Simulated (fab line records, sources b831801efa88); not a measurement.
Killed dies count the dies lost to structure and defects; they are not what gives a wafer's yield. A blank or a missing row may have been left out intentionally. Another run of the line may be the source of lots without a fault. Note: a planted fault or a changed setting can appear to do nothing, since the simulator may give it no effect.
A lot that was struck, set against a sound lot ; flow sky130 ; 44 out of 708 route steps
Sound: these wafers, L481.1, L481.4, L481.6. Wafers L494.3, L494.4, L494.5 were the ones struck. The cause comes at the end.
Per side, at each step with rows, come the tool, then ch with its chambers, and then its first start. Under that, the readings that differ: sound wafers ; struck wafers ; difference of the means ; sigmas: that difference in standard deviations of wafers without a fault.
alike: readings whose means differ by less than 2 such deviations, and words and numbers that are the same on both sides. not compared: withheld readings, readings that some wafer has no value for, bounds like >300 that may hide the same value, and numbers for which the record gives no deviation and whose values overlap.
Wherever a step has rows on one side only, a row that says differs or no value, or a row with sigmas, the two part there. When numbers do not overlap yet have no deviation, they are printed without sigmas and do not part them. A reading missing from all wafers of one side parts the sides only when that side holds two or more wafers.

first, 4 steps without rows for these wafers: SKY_VIA2_STRIP_17 (strips in post etch residue remover, time 1200 s); SKY_VIA2_CLEAN_18 (cleans in IPA, time 180 s); SKY_VIA2_CLEAN_19 (cleans in O3/DIW); SKY_VIA2_SPUTTER_20 (material TiN, target thk 20 nm, time 80 s).
SKY_VIA2_CVD_21: deposits W, target thk 420 nm, time 126.4 s.
  sound on cvd_w-02 ch 0,1, day 38 17:39; struck on cvd_w-01 ch 0,1, day 41 19:55
  alike: chamber_pressure_Torr, heater_power_w, susceptor_temp_C
SKY_VIA2_RS_MEAS_22: uses a four-point probe to measure.
  struck on film_metro-04, day 41 20:03; sound on film_metro-01, day 38 17:47
  alike: VIA2_W_RS
SKY_VIA2_THK_MEAS_23: measures by xrf.
  struck on film_metro-04, day 41 20:09; sound on film_metro-01, day 38 17:54
  alike: VIA2_W_THK
SKY_VIA2_CMP_24: polishes, stops on SiO2, t overpolish 20 s, target thk 0 nm.
  sound on cmp-01 ch 0,1,2, day 38 18:01; struck on cmp-02 ch 0,1,2, day 41 20:11
  alike: motor_current_A, overpolish_run_s, retaining_ring_pressure_frac, time_to_endpoint_s
SKY_METAL3_SPUTTER_00: material Ti, target thk 15 nm, time 10 s.
  struck on pvd_sputter-03, day 41 20:29; sound on pvd_sputter-03, day 38 18:16
  alike: chamber_pressure_pa, throttle_valve_pct
SKY_METAL3_SPUTTER_01: material TiN, target thk 20 nm, time 16.7 s.
  struck on pvd_sputter-03, day 41 20:31; sound on pvd_sputter-03, day 38 18:17
  alike: chamber_pressure_pa, throttle_valve_pct
then, 2 steps without rows for these wafers: SKY_METAL3_SPUTTER_02 (material AlCu, target thk 735 nm, time 39.1 s); SKY_METAL3_SPUTTER_03 (material Ti, target thk 5 nm, time 3.3 s).
SKY_METAL3_SPUTTER_04: material TiN, target thk 70 nm, time 58.3 s.
  struck on pvd_sputter-03, day 41 20:35; sound on pvd_sputter-03, day 38 18:22
reading;sound;struck;difference;sigmas
model.TiN_of_METAL3_SPUTTER_04.thk_nm (nm);69.99 68.95 69.29;25.29 23.69 24.85;-44.80;
  alike: chamber_pressure_pa, throttle_valve_pct
then, 1 step without rows for these wafers: SKY_CAPM_CVD_00 (deposits SiO2, target thk 15.5 nm).
SKY_CAPM_THK_MEAS_01:
  struck on film_metro-03, day 41 20:41; sound on film_metro-02, day 38 18:26
  alike: CAPM_CVD_00_THK
then, 1 step without rows for these wafers: SKY_CAPM_SPUTTER_02 (material TiN, target thk 200 nm, time 166.7 s).
SKY_CAPM_RS_MEAS_03: uses a four-point probe to measure.
  struck on film_metro-01, day 41 20:52; sound on film_metro-02, day 38 18:36
  alike: CAPM_TIN_RS
SKY_CAPM_THK_MEAS_04: measures by xrf.
  struck on film_metro-01, day 41 20:58; sound on film_metro-02, day 38 18:43
  alike: CAPM_TIN_THK
then, 7 steps without rows for these wafers: SKY_CAPM_DEHYDRATE_05 (time 60 s); SKY_CAPM_HMDS_06 (prime time 60 s); SKY_CAPM_COAT_07 (resist thk 1140 nm); SKY_CAPM_SOFTBAKE_08 (time 60 s); SKY_CAPM_EXPOSE_09 (exposes mask CAPM, target cd 1000 nm); SKY_CAPM_PEB_10; SKY_CAPM_DEVELOP_11 (develop time 60 s).
SKY_CAPM_OVL_MEAS_12:
  struck on overlay-01, day 42 20:23; sound on overlay-02, day 39 19:10
  alike: CAPM_OVL
SKY_CAPM_METAL_ETCH_13: etches TiN in Cl2/BCl3, stops on SiO2, target depth 220 nm, time 62.9 s.
  sound on rie_metal-03 ch 1, day 39 19:12; struck on rie_metal-02 ch 0,1, day 42 20:25
  alike: drypump_motor_current_A, oes_product_au, throttle_valve_pct
  not compared: rf_hours_counter_h
then, 12 steps without rows for these wafers: SKY_CAPM_STRIP_14 (strips in O2/N2); SKY_CAPM_STRIP_15 (strips in post etch residue remover, time 1200 s); SKY_CAPM_CLEAN_16 (cleans in IPA, time 180 s); SKY_CAPM_CLEAN_17 (cleans in O3/DIW); SKY_METAL3_DEHYDRATE_05 (time 60 s); SKY_METAL3_HMDS_06 (prime time 60 s); SKY_METAL3_COAT_07 (resist thk 60 nm); SKY_METAL3_COAT_08 (resist thk 1140 nm); SKY_METAL3_SOFTBAKE_09 (time 90 s); SKY_METAL3_EXPOSE_10 (exposes mask MM3, target cd 300 nm); SKY_METAL3_PEB_11; SKY_METAL3_DEVELOP_12 (develop time 60 s).
SKY_METAL3_CD_MEAS_13: target cd 300 nm.
  struck on cd_sem-01, day 43 19:53; sound on cd_sem-01, day 40 20:44
  alike: cd_nm
SKY_METAL3_OVL_MEAS_14:
  struck on overlay-01, day 43 19:59; sound on overlay-01, day 40 20:52
  alike: METAL3_OVL
then, 1 step without rows for these wafers: SKY_METAL3_DESCUM_15 (chemistry O2, time 8 s).
SKY_METAL3_METAL_ETCH_18: etches the open film in Cl2/BCl3, stops on SiO2, target depth 845 nm, time 183.1 s.
  sound on rie_metal-04 ch 0,1, day 40 21:03; struck on rie_metal-04 ch 0,1, day 43 20:13
reading;sound;struck;difference;sigmas
oes_product_au (a.u.);0.868 0.865 0.858;0.846 0.826 0.829;-0.030;-4
  alike: drypump_motor_current_A, throttle_valve_pct
  not compared: rf_hours_counter_h
-- the record jumps here: 6 days lie between the struck wafers' starts before and after (it left off in module METAL3 and takes up again in module PAD_OPEN, whose first step shown is number 708 of the route) --
SKY_PAD_OPEN_PROBE_99:
  struck on prober-02, day 49 23:22; sound on prober-02, day 47 15:23
reading;sound;struck;difference;sigmas
model.etest.via3_chain.rc_ohm;10.71 10.1 10.15;8.927 8.888 9.298;-1.282;
  alike: defect_limited_yield, killed_at_M0_to_M3, killed_at_M4_up, killed_at_contacts, killed_at_front_end, killed_at_other, killed_dies, killed_open, killed_short, sort_bin_3_pad_short, sort_bin_5_function, sort_bin_6_memory, sort_n_pass, sort_yield_pct

WHERE THEY PART
SKY_METAL3_METAL_ETCH_18 only, going by this record. Later steps at which nothing parts them and some readings are alike: SKY_PAD_OPEN_PROBE_99.

WHY: what had been put in by the simulator
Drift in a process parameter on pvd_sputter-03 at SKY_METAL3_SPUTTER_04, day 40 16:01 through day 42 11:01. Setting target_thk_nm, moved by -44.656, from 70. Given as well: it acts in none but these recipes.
